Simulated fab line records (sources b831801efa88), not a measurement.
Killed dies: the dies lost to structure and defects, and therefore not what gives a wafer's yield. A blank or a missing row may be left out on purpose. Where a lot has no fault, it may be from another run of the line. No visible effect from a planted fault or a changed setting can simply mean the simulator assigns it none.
fab line records	flow sky130
record: lots: 6	wafers: 18	last_day: 50
route steps=708 shown VIA4@640 METAL5@661 PASSIVATION@681 PAD_OPEN@708
lots with no fault: from the same line, run without faults
start_h: hours from the record's first day to the start of the lot's first wafer shown	wait_h: hours elapsed since this lot's preceding step	" same as the row above	L1.1+2: one row covering several wafers at once	- value missing, or start not given	* or withheld: withheld	< > ~ a bound
route shown NAME@n: a module of which the file shows steps, and the number in the route of the first	usual: mean/standard deviation of fault-free wafers	same: alike in all rows	chamber/n: place in a boat	sites: per-site readings	_std_site: standard deviation of those values	_edge_site: inner sites' mean taken away from outer sites' mean	radius_mm: how far each site lies from the wafer's centre	mask NAME#n: copy n	behind: the most recent tool/chamber to have shaped the wafer	hold: why the lot was held/for how many hours/how that ended	device: the transistor (n, p or np) that didn't switch	end of line: tests of these same wafers at the route's end	a step without rows: its recipe alone	killed: not the wafer's yield, but the dies lost to structure and defects at the first sort	map: a wafer's dies, x killed, . not, _ none there
set.NAME: the run value of the setting; set.NAME@STEP: its run value at that earlier step	model.NAME: the simulator's own value behind a step, which no gauge read
lots seen at some steps along the route; tables by step, rows by wafer
services: when a tool's chamber went out of use (start_h, in hours from the record's first day, below 0 if earlier), for how many hours, and the reason
== steps ==
step: SKY_VIA4_THK_MEAS_01
recipe: reads: SiO2_of_VIA4_HDPCVD_00
usual: VIA4_HDPCVD_THK: 1758/23
lot.wafer	tool	chamber	start_h	wait_h	VIA4_HDPCVD_THK[nm]
L512.1	film_metro-04	-	1036.43	0.1	1793
L512.2	"	-	"	"	1755
L512.4	"	-	"	"	1766
L514.1	film_metro-04	-	1051.11	0.1	1763
L514.2	"	-	"	"	1778
L514.3	"	-	"	"	1749
L517.2	film_metro-04	-	1096.96	0.1	1734
L517.4	"	-	"	"	1748
L517.5	"	-	"	"	1757
L523.2	film_metro-02	-	1100.99	0.1	1733
L523.3	"	-	"	"	1759
L523.4	"	-	"	"	1728
L525.1	film_metro-01	-	1121.85	0.1	1752
L525.3	"	-	"	"	1730
L525.6	"	-	"	"	1755
L526.1	film_metro-02	-	1123.97	0.1	1778
L526.2	"	-	"	"	1739
L526.3	"	-	"	"	1783
step: SKY_VIA4_CMP_02
recipe: material: SiO2	down_force_psi: 4	platen_rpm: 60	pad_velocity_m_s: 0.94248
usual: edge_zone_pressure_frac: 1.001/0.0054	head_pressure_psi: 4.001/0.0079	motor_current_A: 12.8/1
lot.wafer	tool	chamber	start_h	wait_h	edge_zone_pressure_frac	head_pressure_psi	motor_current_A
L512.4	cmp-02	2	1036.59	0.1	0.991	4.006	11.4
L512.2	"	0	"	"	0.998	4.003	12.8
L512.1	"	1	"	"	0.994	3.989	13.4
L514.2	cmp-01	0	1051.19	0.1	1.000	3.991	14.1
L514.3	"	2	"	"	0.993	4.003	10.9
L514.1	"	3	"	"	1.001	4.009	13.7
L517.4	cmp-01	3	1097.01	0.0	0.995	4.009	13.2
L517.2	"	2	"	"	1.008	3.999	11.3
L517.5	"	0	"	"	0.997	3.996	14.6
L523.4	cmp-02	0	1101.43	0.4	1.004	3.993	12.6
L523.2	"	1	"	"	0.995	3.989	12.6
L523.3	"	2	"	"	1.007	3.993	11.5
L525.3	cmp-02	1	1121.96	0.1	0.993	4.008	14.5
L525.1	"	3	"	"	1.006	3.997	11.4
L525.6	"	1	"	"	0.994	4.016	13.9
L526.1	cmp-02	3	1124.03	0.1	1.003	3.999	12.4
L526.2	"	0	"	"	1.002	4.006	12.7
L526.3	"	2	"	"	0.994	4.007	12.0
step: SKY_VIA4_BOW_MEAS_03
recipe: mode: bow
usual: VIA4_BOW: 81/8.2
lot.wafer	tool	chamber	start_h	wait_h	VIA4_BOW[um]
L512.1	film_metro-01	-	1036.89	0.1	82
L512.2	"	-	"	"	80
L512.4	"	-	"	"	86
L514.1	film_metro-04	-	1051.49	0.1	64
L514.2	"	-	"	"	70
L514.3	"	-	"	"	70
L517.2	film_metro-02	-	1097.33	0.1	88
L517.4	"	-	"	"	88
L517.5	"	-	"	"	85
L523.2	film_metro-01	-	1101.75	0.2	93
L523.3	"	-	"	"	88
L523.4	"	-	"	"	90
L525.1	film_metro-02	-	1122.21	0.1	72
L525.3	"	-	"	"	75
L525.6	"	-	"	"	69
L526.1	film_metro-02	-	1124.33	0.2	81
L526.2	"	-	"	"	82
L526.3	"	-	"	"	82
step: SKY_VIA4_DEHYDRATE_04
recipe: temp_c: 200	time_s: 60
step: SKY_VIA4_HMDS_05
recipe: prime_time_s: 60	prime_temp_c: 120
step: SKY_VIA4_COAT_06
recipe: resist: NOVOLAK	spin_rpm: 3000	resist_thk_nm: 1140
step: SKY_VIA4_SOFTBAKE_07
recipe: temp_c: 90	time_s: 60	resist: NOVOLAK
step: SKY_VIA4_EXPOSE_08
recipe: mask_id: VIM4	na: 0.6	source_shape: conventional	sigma_outer: 0.6	polarization: unpolarized	target_cd_nm: 800	dose_mj: 132
step: SKY_VIA4_PEB_09
recipe: temp_c: withheld	time_s: *	resist: NOVOLAK
step: SKY_VIA4_DEVELOP_10
recipe: resist: NOVOLAK	developer: TMAH	develop_time_s: 60	dev_temp_c: 23
step: SKY_VIA4_OVL_MEAS_11
usual: VIA4_OVL: 0.8/1.6
lot.wafer	tool	chamber	start_h	wait_h	VIA4_OVL[nm]
L512.1	overlay-02	-	1059.61	0.1	-0.4
L512.2	"	-	"	"	0.8
L512.4	"	-	"	"	0.2
L514.1	overlay-02	-	1073.95	0.1	1.2
L514.2	"	-	"	"	1.9
L514.3	"	-	"	"	3.9
L517.2	overlay-02	-	1117.62	0.1	-0.8
L517.4	"	-	"	"	-1.2
L517.5	"	-	"	"	-1.9
L523.2	overlay-01	-	1121.77	0.1	-0.3
L523.3	"	-	"	"	0.9
L523.4	"	-	"	"	0.8
L525.1	overlay-02	-	1141.07	0.1	3.0
L525.3	"	-	"	"	3.0
L525.6	"	-	"	"	2.2
L526.1	overlay-01	-	1143.01	0.1	0.4
L526.2	"	-	"	"	0.1
L526.3	"	-	"	"	-0.7
step: SKY_VIA4_ETCH_12
recipe: target: SiO2	chemistry: C4F8/O2/Ar	stop_on: TiN	mask_material: NOVOLAK	source_w: 1500	bias_w: 1200	pressure_mtorr: 40	c4f8_flow_sccm: withheld	O2_flow_sccm: 6	Ar_flow_sccm: 300	time_s: withheld	target_depth_a: 5800
usual: oes_product_au: 0.926/0.0046	rf_fwd_power_W: 1490/5.2
lot.wafer	tool	chamber	start_h	wait_h	oes_product_au	rf_fwd_power_W
L512.1	rie_diel-02	3	1059.65	0.0	0.927	1492
L512.2	"	1	"	"	0.923	1498
L512.4	"	2	"	"	0.929	1493
L514.1	rie_diel-01	3	1073.98	0.0	0.932	1491
L514.2	"	1	"	"	0.932	1497
L514.3	"	0	"	"	0.929	1493
L517.2	rie_diel-03	2	1117.65	0.0	0.924	1484
L517.4	"	3	"	"	0.919	1496
L517.5	"	2	"	"	0.921	1490
L523.2	rie_diel-01	0	1121.80	0.0	0.932	1490
L523.3	"	3	"	"	0.926	1490
L523.4	"	1	"	"	0.930	1492
L525.1	rie_diel-02	0	1141.10	0.0	0.918	1482
L525.3	"	3	"	"	0.922	1495
L525.6	"	1	"	"	0.926	1490
L526.1	rie_diel-02	3	1143.05	0.0	0.925	1493
L526.2	"	1	"	"	0.928	1497
L526.3	"	2	"	"	0.923	1494
step: SKY_VIA4_STRIP_13
recipe: chemistry: O2/N2	power_w: 1400	pressure_mtorr: 1500	platen_temp_c: withheld	o2_flow_sccm: 3000	n2_flow_sccm: 300	overash_fraction: 0.5
usual: drypump_motor_current_A: 5.6/0.3	n2_flow_sccm: 300.2/0.85	oes_product_au: 0.710/0.0042	strip_time_to_endpoint_s: 12.80/0.039
lot.wafer	tool	chamber	start_h	wait_h	drypump_motor_current_A	n2_flow_sccm	oes_product_au	rf_hours_counter_h	strip_time_to_endpoint_s
L512.1	plasma_asher-04	1	1059.72	-	5.4	299.9	0.700	31	12.91
L512.2	"	0	"	"	6.0	300.2	0.708	31	12.82
L512.4	"	0	"	"	6.1	299.2	0.702	-	12.77
L514.1	plasma_asher-04	1	1074.06	-	5.4	300.5	0.708	32	12.77
L514.2	"	0	"	"	6.0	298.8	0.713	32	12.77
L514.3	"	0	"	"	6.0	300.3	0.706	-	12.84
L517.2	plasma_asher-01	1	1117.73	-	5.2	299.3	0.711	100	12.82
L517.4	"	1	"	"	5.2	298.7	0.709	-	12.81
L517.5	"	1	"	"	5.2	299.3	0.714	-	12.84
L523.2	plasma_asher-01	0	1121.88	-	5.9	300.9	0.708	100	12.84
L523.3	"	0	"	"	5.9	300.9	0.711	-	12.73
L523.4	"	1	"	"	5.2	299.4	0.716	-	12.74
L525.1	plasma_asher-04	0	1141.18	-	6.1	299.7	0.707	38	12.77
L525.3	"	0	"	"	6.1	300.1	0.704	-	12.96
L525.6	"	1	"	"	5.5	299.2	0.702	-	12.79
L526.1	plasma_asher-03	1	1143.12	-	5.7	299.7	0.708	8	12.79
L526.2	"	0	"	"	5.7	299.9	0.712	8	12.78
L526.3	"	1	"	"	5.7	299.7	0.704	-	12.83
step: SKY_VIA4_STRIP_14
recipe: chemistry: post_etch_residue_remover	time_s: 1200	temp_c: 72.5
step: SKY_VIA4_CLEAN_15
recipe: chemistry: IPA	time_s: 180	temp_c: 25
step: SKY_VIA4_CLEAN_16
recipe: chemistry: O3/DIW	dry: n2_spin
step: SKY_VIA4_SPUTTER_17
recipe: material: TiN	target_thk_nm: 20	chamber_pressure_pa: 5	power_w: 4000	time_s: 80
usual: chamber_pressure_pa: 4.999/0.01	throttle_valve_pct: 29.8/0.72
lot.wafer	tool	chamber	start_h	wait_h	chamber_pressure_pa	throttle_valve_pct
L512.1	pvd_sputter-04	-	1060.31	0.0	5.004	28.8
L512.2	"	-	"	"	5.016	29.4
L512.4	"	-	"	"	4.993	29.1
L514.1	pvd_sputter-01	-	1074.65	0.0	5.002	28.7
L514.2	"	-	"	"	4.981	30.5
L514.3	"	-	"	"	4.993	28.6
L517.2	pvd_sputter-01	-	1118.32	0.0	5.006	30.1
L517.4	"	-	"	"	5.021	30.5
L517.5	"	-	"	"	4.993	29.8
L523.2	pvd_sputter-01	-	1122.47	0.0	4.997	28.7
L523.3	"	-	"	"	5.017	30.3
L523.4	"	-	"	"	4.995	28.6
L525.1	pvd_sputter-04	-	1142.27	0.0	5.012	30.2
L525.3	"	-	"	"	4.997	29.1
L525.6	"	-	"	"	5.008	30.2
L526.1	pvd_sputter-04	-	1143.81	0.0	4.992	29.0
L526.2	"	-	"	"	4.984	30.2
L526.3	"	-	"	"	4.970	29.3
step: SKY_VIA4_CVD_18
recipe: material: W	target_thk_nm: 505	time_s: 152.14	temp_c: 400	pressure_torr: 40
usual: heater_power_w: 856/50
lot.wafer	tool	chamber	start_h	wait_h	heater_power_w
L512.1	cvd_w-02	0	1060.37	0.0	830
L512.2	"	1	"	"	903
L512.4	"	0	"	"	846
L514.1	cvd_w-02	0	1074.71	0.0	823
L514.2	"	1	"	"	903
L514.3	"	1	"	"	940
L517.2	cvd_w-02	0	1118.38	0.0	818
L517.4	"	1	"	"	931
L517.5	"	0	"	"	832
L523.2	cvd_w-02	1	1122.53	0.0	930
L523.3	"	1	"	"	929
L523.4	"	0	"	"	837
L525.1	cvd_w-02	0	1142.34	0.0	824
L525.3	"	0	"	"	848
L525.6	"	1	"	"	919
L526.1	cvd_w-01	1	1143.87	0.0	855
L526.2	"	0	"	"	794
L526.3	"	1	"	"	866
step: SKY_VIA4_RS_MEAS_19
recipe: thk_meas_gauge: four-point-probe	reads: W_of_VIA4_CVD_18+TiN_of_VIA4_SPUTTER_17
usual: VIA4_W_RS: 0.224/0.0057
lot.wafer	tool	chamber	start_h	wait_h	VIA4_W_RS[ohm/sq]
L512.1	film_metro-02	-	1060.53	0.1	0.222
L512.2	"	-	"	"	0.228
L512.4	"	-	"	"	0.222
L514.1	film_metro-02	-	1074.86	0.1	0.221
L514.2	"	-	"	"	0.231
L514.3	"	-	"	"	0.233
L517.2	film_metro-02	-	1118.56	0.1	0.219
L517.4	"	-	"	"	0.229
L517.5	"	-	"	"	0.223
L523.2	film_metro-02	-	1122.70	0.1	0.229
L523.3	"	-	"	"	0.225
L523.4	"	-	"	"	0.221
L525.1	film_metro-01	-	1142.49	0.1	0.220
L525.3	"	-	"	"	0.222
L525.6	"	-	"	"	0.231
L526.1	film_metro-02	-	1144.03	0.1	0.224
L526.2	"	-	"	"	0.216
L526.3	"	-	"	"	0.223
step: SKY_VIA4_THK_MEAS_20
recipe: thk_meas_gauge: xrf	reads: W_of_VIA4_CVD_18
usual: VIA4_W_THK: 526/14
lot.wafer	tool	chamber	start_h	wait_h	VIA4_W_THK[nm]
L512.1	film_metro-02	-	1060.65	0.1	531
L512.2	"	-	"	"	519
L512.4	"	-	"	"	533
L514.1	film_metro-02	-	1074.98	0.1	534
L514.2	"	-	"	"	510
L514.3	"	-	"	"	504
L517.2	film_metro-02	-	1118.67	0.1	537
L517.4	"	-	"	"	514
L517.5	"	-	"	"	531
L523.2	film_metro-02	-	1122.81	0.1	512
L523.3	"	-	"	"	526
L523.4	"	-	"	"	535
L525.1	film_metro-01	-	1142.61	0.1	531
L525.3	"	-	"	"	531
L525.6	"	-	"	"	504
L526.1	film_metro-02	-	1144.15	0.1	523
L526.2	"	-	"	"	538
L526.3	"	-	"	"	520
step: SKY_VIA4_CMP_21
recipe: stop_on: SiO2	t_overpolish_s: 25	down_force_psi: 3.5	platen_rpm: 60	target_thk_nm: 0	pad_velocity_m_s: 0.94248
step: SKY_METAL5_SPUTTER_00
recipe: material: Ti	target_thk_nm: 15	power_w: 3000	time_s: 10	chamber_pressure_pa: 0.4
step: SKY_METAL5_SPUTTER_01
recipe: material: TiN	target_thk_nm: 20	power_w: 6500	time_s: 16.7	chamber_pressure_pa: 0.4
step: SKY_METAL5_SPUTTER_02
recipe: material: AlCu	target_thk_nm: 1150	power_w: 10600	time_s: 61.2	chamber_pressure_pa: 0.4
step: SKY_METAL5_SPUTTER_03
recipe: material: Ti	target_thk_nm: 5	power_w: 3000	time_s: 3.3	chamber_pressure_pa: 0.4
step: SKY_METAL5_SPUTTER_04
recipe: material: TiN	target_thk_nm: 70	power_w: 6500	time_s: 58.3	chamber_pressure_pa: 0.4
step: SKY_METAL5_RS_MEAS_05
recipe: thk_meas_gauge: four-point-probe	reads: TiN_of_METAL5_SPUTTER_04+Ti_of_METAL5_SPUTTER_03+AlCu_of_METAL5_SPUTTER_02+TiN_of_METAL5_SPUTTER_01+Ti_of_METAL5_SPUTTER_00
usual: METAL5_ALCU_RS: 0.02706/0.0003
lot.wafer	tool	chamber	start_h	wait_h	METAL5_ALCU_RS[ohm/sq]
L512.1	film_metro-03	-	1061.17	0.0	0.027
L512.2	"	-	"	"	0.02694
L512.4	"	-	"	"	0.02675
L514.1	film_metro-01	-	1075.54	0.0	0.02702
L514.2	"	-	"	"	0.02708
L514.3	"	-	"	"	0.02732
L517.2	film_metro-01	-	1119.20	0.0	0.02702
L517.4	"	-	"	"	0.02749
L517.5	"	-	"	"	0.02729
L523.2	film_metro-04	-	1123.53	0.0	0.02723
L523.3	"	-	"	"	0.02685
L523.4	"	-	"	"	0.02765
L525.1	film_metro-04	-	1143.13	0.0	0.02688
L525.3	"	-	"	"	0.02709
L525.6	"	-	"	"	0.02715
L526.1	film_metro-03	-	1144.71	0.0	0.02723
L526.2	"	-	"	"	0.02669
L526.3	"	-	"	"	0.027
step: SKY_METAL5_THK_MEAS_06
recipe: thk_meas_gauge: xrf	reads: AlCu_of_METAL5_SPUTTER_02
usual: METAL5_ALCU_THK: 1125/13
lot.wafer	tool	chamber	start_h	wait_h	METAL5_ALCU_THK[nm]
L512.1	film_metro-03	-	1061.29	0.1	1119
L512.2	"	-	"	"	1119
L512.4	"	-	"	"	1132
L514.1	film_metro-01	-	1075.66	0.1	1119
L514.2	"	-	"	"	1128
L514.3	"	-	"	"	1112
L517.2	film_metro-01	-	1119.31	0.1	1129
L517.4	"	-	"	"	1107
L517.5	"	-	"	"	1117
L523.2	film_metro-04	-	1123.64	0.1	1118
L523.3	"	-	"	"	1144
L523.4	"	-	"	"	1114
L525.1	film_metro-04	-	1143.25	0.1	1134
L525.3	"	-	"	"	1133
L525.6	"	-	"	"	1129
L526.1	film_metro-03	-	1144.83	0.1	1120
L526.2	"	-	"	"	1140
L526.3	"	-	"	"	1123
step: SKY_METAL5_DEHYDRATE_07
recipe: temp_c: 200	time_s: 60
step: SKY_METAL5_HMDS_08
recipe: prime_time_s: 60	prime_temp_c: 120
step: SKY_METAL5_COAT_09
recipe: resist: NOVOLAK	spin_rpm: 3000	resist_thk_nm: 1800
step: SKY_METAL5_SOFTBAKE_10
recipe: temp_c: 90	time_s: 60	resist: NOVOLAK
step: SKY_METAL5_EXPOSE_11
recipe: mask_id: MM5	na: 0.6	source_shape: conventional	sigma_outer: 0.6	polarization: unpolarized	target_cd_nm: 1600	dose_mj: 190
step: SKY_METAL5_PEB_12
recipe: temp_c: withheld	time_s: *	resist: NOVOLAK
step: SKY_METAL5_DEVELOP_13
recipe: resist: NOVOLAK	developer: TMAH	develop_time_s: 60	dev_temp_c: 23
step: SKY_METAL5_DESCUM_14
recipe: chemistry: O2	source_power_w: 150	bias_power_w: 0	pressure_mtorr: 10	temp_c: 40	time_s: 11
step: SKY_METAL5_METAL_ETCH_15
recipe: target_depth_a: 12600	stop_on: SiO2	over_etch_frac: 0.2	time_s: 252	chemistry: Cl2/BCl3	resist_sidewall_deg: 86	pressure_mtorr: 10	icp_w: 900	bias_w: 48.5	Cl2_flow_sccm: 60	bcl3_flow_sccm: 30
step: SKY_METAL5_STRIP_16
recipe: chemistry: O2/N2	power_w: 1400	pressure_mtorr: 1500	platen_temp_c: withheld	o2_flow_sccm: 3000	n2_flow_sccm: 300	overash_fraction: 0.5
step: SKY_METAL5_STRIP_17
recipe: chemistry: post_etch_residue_remover	time_s: 1200	temp_c: 72.5
step: SKY_METAL5_CLEAN_18
recipe: chemistry: IPA	time_s: 180	temp_c: 25
step: SKY_METAL5_CLEAN_19
recipe: chemistry: O3/DIW	dry: n2_spin
step: SKY_PASSIVATION_CVD_00
recipe: material: SiO2	target_thk_nm: 90	temp_c: 400	time_s: withheld	rf_w: 600
usual: heater_power_w: 683/88	rf_fwd_power_W: 589/3.7
lot.wafer	tool	chamber	start_h	wait_h	heater_power_w	rf_fwd_power_W
L512.1	pecvd-02	1	1084.15	0.0	575	583
L512.2	"	2	"	"	708	593
L512.4	"	0	"	"	710	588
L514.1	pecvd-03	0	1098.36	0.0	576	589
L514.2	"	1	"	"	745	591
L514.3	"	2	"	"	560	585
L517.2	pecvd-02	2	1139.20	0.0	645	593
L517.4	"	0	"	"	790	586
L517.5	"	1	"	"	662	586
L523.2	pecvd-01	1	1143.20	0.0	661	582
L523.3	"	0	"	"	596	591
L523.4	"	2	"	"	879	590
L525.1	pecvd-02	2	1161.79	0.0	705	594
L525.3	"	0	"	"	633	591
L525.6	"	2	"	"	700	594
L526.1	pecvd-01	1	1164.02	0.0	654	585
L526.2	"	0	"	"	617	590
L526.3	"	2	"	"	927	589
step: SKY_PAD_OPEN_PROBE_99
usual: defect_limited_yield: 82.4/1.9	killed_at_M0_to_M3: 44/6.5	killed_at_M4_up: 2.9/1.7	killed_at_contacts: 24/5.7	killed_at_front_end: 16/4.4	killed_at_other: 0.2/0.48	killed_dies: 87/9.6	killed_on_rim: 17/3.8	killed_open: 48/6.7	killed_short: 38/6.2
same: gross_dies: 492	killed_at_back_side: 0
lot.wafer	tool	chamber	start_h	wait_h	defect_limited_yield[%]	killed_at_M0_to_M3	killed_at_M4_up	killed_at_contacts	killed_at_front_end	killed_at_other	killed_dies	killed_on_rim	killed_open	killed_short	model.etest.tester.sort_n_pass	model.etest.tester.sort_yield_pct	model.etest.tester.sort_bin_5_pct	model.etest.tester.sort_bin_3_pct
L512.1	prober-01	-	1126.73	0.1	72.8	41	56	29	8	0	134	31	45	36	358	72.76	18.29	3.455
L512.2	prober-01	-	1126.78	0.1	80.1	54	3	34	7	0	98	17	52	46	394	80.08	14.43	0.813
L512.4	prober-01	-	1126.88	0.2	79.5	54	2	31	14	0	101	23	56	45	391	79.47	10.77	0.6098
L514.1	prober-02	-	1139.78	0.1	75.0	35	50	27	11	0	123	31	41	32	369	75	15.04	3.659
L514.2	prober-02	-	1139.83	0.1	79.5	49	3	35	14	0	101	18	50	51	391	79.47	11.99	1.626
L514.3	prober-02	-	1139.88	0.2	83.7	43	2	22	13	0	80	16	52	28	412	83.74	10.57	0.6098
L517.2	prober-02	-	1177.71	0.1	82.1	54	2	24	8	0	88	21	46	42	404	82.11	11.38	0.6098
L517.4	prober-02	-	1177.81	0.2	85.0	31	4	26	13	0	74	11	43	31	364	73.98	19.92	1.22
L517.5	prober-02	-	1177.86	0.2	82.1	39	4	27	18	0	88	19	56	32	404	82.11	10.57	0.4065
L523.2	prober-01	-	1182.34	0.1	81.3	46	4	20	22	0	92	20	47	45	400	81.3	10.98	1.016
L523.3	prober-01	-	1182.39	0.2	81.5	48	7	20	16	0	91	15	50	41	401	81.5	9.35	1.423
L523.4	prober-01	-	1182.44	0.2	85.2	34	4	19	16	0	73	10	40	33	419	85.16	8.13	0.4065
L525.1	prober-02	-	1198.14	0.1	82.9	47	0	21	16	0	84	15	49	35	408	82.93	8.74	1.016
L525.3	prober-02	-	1198.24	0.2	82.1	44	5	24	15	0	88	22	45	41	404	82.11	12.6	0.2033
L525.6	prober-02	-	1198.39	0.2	82.7	44	3	22	16	0	85	15	47	38	407	82.72	10.57	0.813
L526.1	prober-01	-	1200.93	0.1	86.4	27	7	26	7	0	67	13	35	30	395	80.28	13.82	1.22
L526.2	prober-01	-	1200.98	0.1	85.0	41	3	17	12	1	74	14	42	32	418	84.96	7.927	1.016
L526.3	prober-01	-	1201.03	0.2	85.2	37	2	21	13	0	73	15	37	36	419	85.16	7.52	0.6098
killed by level:class
L512.1 VIA4:unspecified=51 CONTACT:geometric_particle:open=10 VIA3:geometric_particle:open=10 LI_CONTACT:geometric_particle:open=9 VIA1:geometric_particle:open=7 METAL1:geometric_particle:short=5 CONTACT:geometric_particle:short=4 VIA3:geometric_particle:short=4
L512.2 LI_CONTACT:geometric_particle:open=13 VIA1:geometric_particle:open=11 CONTACT:geometric_particle:open=9 VIA1:geometric_particle:short=9 VIA2:geometric_particle:open=8 METAL2:geometric_particle:short=7 LI_CONTACT:geometric_particle:short=6 VIA2:geometric_particle:short=5
L512.4 CONTACT:geometric_particle:open=15 VIA1:geometric_particle:open=13 METAL1:geometric_particle:short=11 METAL2:geometric_particle:short=9 CONTACT:geometric_particle:short=8 VIA3:geometric_particle:open=6 LI_CONTACT:geometric_particle:open=5 FIELD_ISO:geometric_particle:short=4
L514.1 VIA4:unspecified=49 LI_CONTACT:geometric_particle:open=10 CONTACT:geometric_particle:open=9 CONTACT:geometric_particle:short=6 VIA1:geometric_particle:open=6 METAL1:geometric_particle:short=6 POLY_GATE:geometric_particle:short=4 METAL2:geometric_particle:short=4
L514.2 CONTACT:geometric_particle:open=13 METAL2:geometric_particle:short=7 CONTACT:geometric_particle:short=7 METAL1:geometric_particle:short=7 VIA1:geometric_particle:open=6 LI_CONTACT:geometric_particle:open=5 LI_CONTACT:geometric_particle:short=5 VIA2:geometric_particle:open=5
L514.3 CONTACT:geometric_particle:open=13 VIA1:geometric_particle:open=10 VIA2:geometric_particle:open=8 FIELD_ISO:geometric_particle:open=7 VIA3:geometric_particle:open=6 VIA1:geometric_particle:short=5 VIA3:geometric_particle:short=5 FIELD_ISO:geometric_particle:short=3
L517.2 VIA1:geometric_particle:open=11 CONTACT:geometric_particle:open=10 VIA1:geometric_particle:short=8 VIA2:geometric_particle:open=8 METAL2:geometric_particle:short=7 VIA3:geometric_particle:open=7 LI_CONTACT:geometric_particle:open=5 CONTACT:geometric_particle:short=4
L517.4 CONTACT:geometric_particle:open=12 METAL1:geometric_particle:short=6 VIA2:geometric_particle:open=5 LI_CONTACT:geometric_particle:open=5 CONTACT:geometric_particle:short=5 VIA3:geometric_particle:open=5 FIELD_ISO:geometric_particle:open=4 POLY_GATE:geometric_particle:open=4
L517.5 CONTACT:geometric_particle:open=14 VIA3:geometric_particle:open=10 VIA1:geometric_particle:open=9 CONTACT:geometric_particle:short=6 LI_CONTACT:geometric_particle:open=5 VIA1:geometric_particle:short=5 FIELD_ISO:geometric_particle:open=4 POLY_GATE:geometric_particle:open=4
L523.2 METAL2:geometric_particle:short=7 METAL1:geometric_particle:short=7 VIA1:geometric_particle:open=7 CONTACT:geometric_particle:open=6 VIA3:geometric_particle:open=6 VIA2:geometric_particle:open=5 POLY_GATE:geometric_particle:short=5 LOCAL_INTERCONNECT:geometric_particle:short=5
L523.3 VIA1:geometric_particle:open=16 LI_CONTACT:geometric_particle:open=6 VIA2:geometric_particle:open=6 METAL4:geometric_particle:short=6 METAL2:geometric_particle:short=5 CONTACT:geometric_particle:open=5 METAL3:geometric_particle:short=5 POLY_GATE:geometric_particle:open=4
L523.4 LI_CONTACT:geometric_particle:open=8 VIA2:geometric_particle:open=7 METAL2:geometric_particle:short=6 VIA3:geometric_particle:open=6 POLY_GATE:geometric_particle:short=5 CONTACT:geometric_particle:open=5 VIA1:geometric_particle:open=5 FIELD_ISO:geometric_particle:open=3
L525.1 VIA1:geometric_particle:open=12 CONTACT:geometric_particle:open=9 LI_CONTACT:geometric_particle:open=6 METAL1:geometric_particle:short=6 VIA3:geometric_particle:open=6 FIELD_ISO:geometric_particle:short=5 VIA2:geometric_particle:open=5 METAL2:geometric_particle:short=5
L525.3 VIA1:geometric_particle:open=9 CONTACT:geometric_particle:open=8 METAL2:geometric_particle:short=8 LI_CONTACT:geometric_particle:open=6 VIA1:geometric_particle:short=6 POLY_GATE:geometric_particle:short=5 VIA3:geometric_particle:open=5 CONTACT:geometric_particle:short=5
L525.6 VIA1:geometric_particle:open=10 VIA3:geometric_particle:open=10 CONTACT:geometric_particle:open=9 POLY_GATE:geometric_particle:short=6 METAL1:geometric_particle:short=6 LOCAL_INTERCONNECT:geometric_particle:short=5 METAL3:geometric_particle:short=5 VIA2:geometric_particle:open=5
L526.1 CONTACT:geometric_particle:open=14 VIA2:geometric_particle:open=7 LI_CONTACT:geometric_particle:open=5 METAL4:geometric_particle:short=5 VIA1:geometric_particle:short=5 CONTACT:geometric_particle:short=4 FIELD_ISO:geometric_particle:open=3 METAL1:geometric_particle:short=3
L526.2 VIA1:geometric_particle:open=10 VIA2:geometric_particle:open=7 CONTACT:geometric_particle:open=6 METAL1:geometric_particle:short=6 VIA3:geometric_particle:open=5 METAL2:geometric_particle:short=5 FIELD_ISO:geometric_particle:open=4 FIELD_ISO:geometric_particle:short=3
L526.3 CONTACT:geometric_particle:open=11 METAL2:geometric_particle:short=11 VIA1:geometric_particle:open=7 CONTACT:geometric_particle:short=4 METAL3:geometric_particle:short=4 VIA2:geometric_particle:open=4 VIA3:geometric_particle:open=4 FIELD_ISO:geometric_particle:open=3
map L512.1 (x killed, . not)
__________xxxxxxxx.._________
________xxxxxxxxx....._______
______.xxxxxxxxx.x......_____
_____xx.xxxxxxxxx........____
____x...xxxxxxxx..........___
___.......xxx.xxx.....xx.xx__
__..x.......xx.x.x..x.....xx_
_....x.x.....x...x.x.....x...
_..x.........x............x..
_...x.x.xxx.......x..........
_.x.............x.........x..
_.x.....x.......x..x......x..
_...x....x.xx....x...........
_x...xxx.......x.............
_...x..x.............x....x..
__xx.......x..........x....._
___x......x...x..xxxx......__
____.x....x.....x.xxx...x.___
_____..x...x......x.xx...____
______..x....x....x.x..._____
________.x......x....._______
__________...xxx...._________
map L514.1 (x killed, . not)
__________xxxxxxxx.._________
________.xxxxxxx..xx.x_______
______x.xxxxxxxxxxx.x..._____
_____...xxxxxxxxx..x.....____
____...xxxxxxxxx.......x..___
___.x....xxxxxx...........x__
__xxx.xx.xxxx..........x...._
_xx.x...........x.....x......
_...xx..................x....
_x......xx.xx.....x..xx..x...
_.x........................xx
_...x.x..................x...
_x....x....x........x.x...x.x
_.........x..................
_..x............x...x........
__x....x........x...x......._
___x.x......xx........x....__
____.x.......x............___
_____.............x......____
______..x......x..x....._____
________....x...x...x._______
__________...x...x.._________
== services ==
tool	chamber	start_h	hours	kind
pvd_sputter-04	-	1013.21	0.8	repair
plasma_asher-01	-	1016.27	2.8	pm
cmp-01	-	1016.91	0.5	repair
rie_diel-03	0	1019.79	7.0	repair
plasma_asher-03	-	1025.79	4.3	pm
cmp-01	-	1035.03	6.0	pm
pvd_sputter-01	-	1038.65	2.2	repair
cmp-01	-	1042.83	1.2	repair
cmp-01	-	1046.64	0.9	repair
rie_diel-01	0	1047.40	8.3	repair
pecvd-01	-	1050.76	5.5	pm
pecvd-01	2	1057.91	5.0	repair
plasma_asher-01	-	1058.93	2.5	repair
plasma_asher-01	-	1059.59	0.4	repair
pvd_sputter-01	-	1070.57	0.9	repair
plasma_asher-01	-	1077.17	0.3	repair
cmp-01	-	1083.92	1.2	repair
cmp-01	-	1085.12	4.0	pm
plasma_asher-04	-	1089.46	0.6	repair
cmp-02	-	1094.55	1.5	repair
pvd_sputter-04	-	1098.41	3.8	repair
cmp-01	-	1099.13	1.3	repair
rie_diel-02	0	1106.28	2.7	repair
cmp-01	-	1127.51	3.6	repair
== key ==
first_sign: step: SKY_PAD_OPEN_PROBE_99	reading: killed_at_M4_up	direction: up	sigmas: 29	usual: 2.9	struck: 53
effect: step: SKY_PAD_OPEN_PROBE_99	reading: defect_limited_yield	direction: down	sigmas: 4.4	usual: 82.4	struck: 73.9
model_effect: step: SKY_PAD_OPEN_PROBE_99	value: etest.tester.sort_n_pass	without: 408.5	struck: 363.5
met_at SKY_VIA4_STRIP_13
struck_wafers L512.1,L514.1
fault: kind: chamber_particle_source	tool: plasma_asher-04	chamber: 1	onset_h: 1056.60	steps: SKY_VIA4_STRIP_13	rate_per_visit_cm2: 1.0936	end_h: 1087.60
